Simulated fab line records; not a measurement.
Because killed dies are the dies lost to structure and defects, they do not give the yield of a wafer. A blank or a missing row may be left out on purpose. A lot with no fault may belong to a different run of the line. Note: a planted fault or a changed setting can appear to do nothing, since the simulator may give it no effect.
Problem report in the 8D (eight disciplines) form, filled by code -- flow gf180mcu -- the parts of the form that need people (team, actions taken, sign-off) are left out

1. WHAT IS WRONG
rfFwdPowerW at GF_SAB_ETCH_11 reads a mean of 1230 W on 2 wafers of 2 lots; wafers without a fault read 1469 W with a standard deviation of 6.5. Relative to the usual mean, that is a shift of -37 standard deviations.
The step: etches SiO2 in C4F8/O2/Ar, target depth 55 nm, time 8.5 s.
Earliest sighting: wafer L794.2 on rieDiel-01 at day 21 00:41. The record holds 18 wafers of 6 lots with a number at this step. Rule for "out" (also "out of limits"): further than 4 standard deviations from the usual mean. The rest of the wafers with a number are treated as sound.

2. WHAT THIS IS AND IS NOT
question,is,is not
which readings at this step,rfFwdPowerW,chamberPressureMTorr
which lots,"L794, L799","L785, L793, L796, L803"
which wafers of those lots,"L794.2, L799.1","L794.1, L794.3, L799.2, L799.3"
read on which tools,rieDiel-01,"rieDiel-02, rieDiel-04"
when,from day 21 00:41,"up to then (8 sound wafers); but 8 sound wafers of L796, L799, L803 came after"

3. SUSPECTS, AND WHAT RULES EACH OUT
Counting: a tool at a process step up to the reading stays a suspect if it ran every lot that is out. Sound lots after the first of them don't rule it out here, since some wafers of a struck lot are sound.
- rieDiel-01 at GF_SAB_ETCH_11 (etches SiO2 in C4F8/O2/Ar, target depth 55 nm, time 8.5 s): kept. It ran every lot that is out, first L794 (day 21 00:41); its last sound lot up to then is L793 (day 20 22:16). Its own rfFwdPowerW readings are out on those wafers.
- In rieDiel-01 at GF_SAB_ETCH_11, the wafers that are out were processed in chamber 2 and their sound lot-mates in chambers 0, 1, 3.
The count leaves rieDiel-01 at GF_SAB_ETCH_11.

4. THE CAUSE (what the simulator had put in)
rieDiel-01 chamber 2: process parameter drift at GF_SAB_ETCH_11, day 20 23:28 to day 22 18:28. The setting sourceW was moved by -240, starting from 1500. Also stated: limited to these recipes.
Only this tool survived the counting.

5. THE CHAIN OF EFFECTS, in route order
Each row: a reading where the mean over the struck wafers with a number is more than 3 standard deviations away from the usual. Only readings for which the record gives a usual standard deviation are gone through. hours: the time from each lot's start at the first step in this table that gives one to its start at this step, as a median over the lots. sigmas: the change in usual standard deviations.
hours,step,reading,usual,on struck wafers,change,sigmas
0,GF_SAB_ETCH_11,oesProductAu,0.996 a.u.,0.963,-0.033,-3.4
0,GF_SAB_ETCH_11,rfFwdPowerW,1469 W,1230,-239,-37
Here are the process steps it includes:
- GF_SAB_ETCH_11: etches SiO2 in C4F8/O2/Ar, target depth 55 nm, time 8.5 s.

6. HOW IT WOULD HAVE BEEN CAUGHT EARLIER
In this record the first reading out of limits was taken at day 21 00:41, 1 hour after the fault began at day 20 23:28.
